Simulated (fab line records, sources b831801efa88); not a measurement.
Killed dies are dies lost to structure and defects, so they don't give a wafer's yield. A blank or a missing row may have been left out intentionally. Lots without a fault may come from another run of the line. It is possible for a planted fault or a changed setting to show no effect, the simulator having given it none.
Which tool is to blame? -- flow gf180mcu -- 12 lots, 36 wafers sampled, at 3 steps of a route of 602

== WHAT EACH GAUGE READ, for each wafer ==
GF_V1_THK_MEAS_03.
lot,measured,on,V1_CVD_02_THK (nm)
L075,day 17 05:46,film metro-04,874 863 860
L077,day 18 07:41,film metro-04,821 865 856
L079,day 18 23:10,film metro-02,842 836 852
L081,day 19 19:22,film metro-04,854 850 847
L083,day 20 20:45,film metro-02,840 856 849
L084,day 21 10:18,film metro-01,831 852 849
L087,day 21 23:26,film metro-02,837 843 859
L089,day 23 04:45,film metro-01,849 840 839
L091,day 23 14:49,film metro-04,821 845 852
L093,day 24 04:59,film metro-01,849 851 861
L095,day 24 22:52,film metro-01,858 843 854
L097,day 25 05:43,film metro-01,846 868 857

== WHICH TOOL RAN EACH LOT (tool, then ch and the chambers of the sampled wafers, then the start) ==
lot,GF_CONTACT_SPUTTER_22,GF_CONTACT_SPUTTER_23
L075,"pvd sputter-03, day 16 05:16","pvd sputter-03, day 16 05:20"
L077,"pvd sputter-03, day 17 06:02","pvd sputter-03, day 17 06:05"
L079,"pvd sputter-03, day 17 21:46","pvd sputter-03, day 17 21:49"
L081,"pvd sputter-02, day 18 17:07","pvd sputter-02, day 18 17:11"
L083,"pvd sputter-02, day 19 18:38","pvd sputter-02, day 19 18:41"
L084,"pvd sputter-02, day 20 08:49","pvd sputter-02, day 20 08:53"
L087,"pvd sputter-02, day 20 22:46","pvd sputter-02, day 20 22:50"
L089,"pvd sputter-03, day 22 03:11","pvd sputter-03, day 22 03:14"
L091,"pvd sputter-02, day 22 13:35","pvd sputter-02, day 22 13:39"
L093,"pvd sputter-02, day 23 04:32","pvd sputter-02, day 23 04:35"
L095,"pvd sputter-02, day 23 22:37","pvd sputter-02, day 23 22:41"
L097,"pvd sputter-02, day 24 05:44","pvd sputter-02, day 24 05:47"
- GF_CONTACT_SPUTTER_22: material Ti, target thk 15 nm, time 80.02 s.
- GF_CONTACT_SPUTTER_23: material TiN, target thk 10 nm, time 40 s.

== THE ANSWER, worked out from the rows above alone ==
Rule: the usual values come from the lots themselves. Put in order of their means at a reading, lots are off if they are a third of the lots or fewer, leave a main group of 4 or more, and stand apart from it by a gap of 3 or more times the standard deviation of the main group's means; of several such gaps the widest counts. If all means in a main group match to the digits the tables above print for the reading, that group is not used. A lot without any number at a reading at which 4 lots or more have one is off too. The other lots that the step has rows for count as sound.
None of the lots is off at any reading shown; this tells nothing.

== WHAT THE SIMULATOR HAD INSERTED ==
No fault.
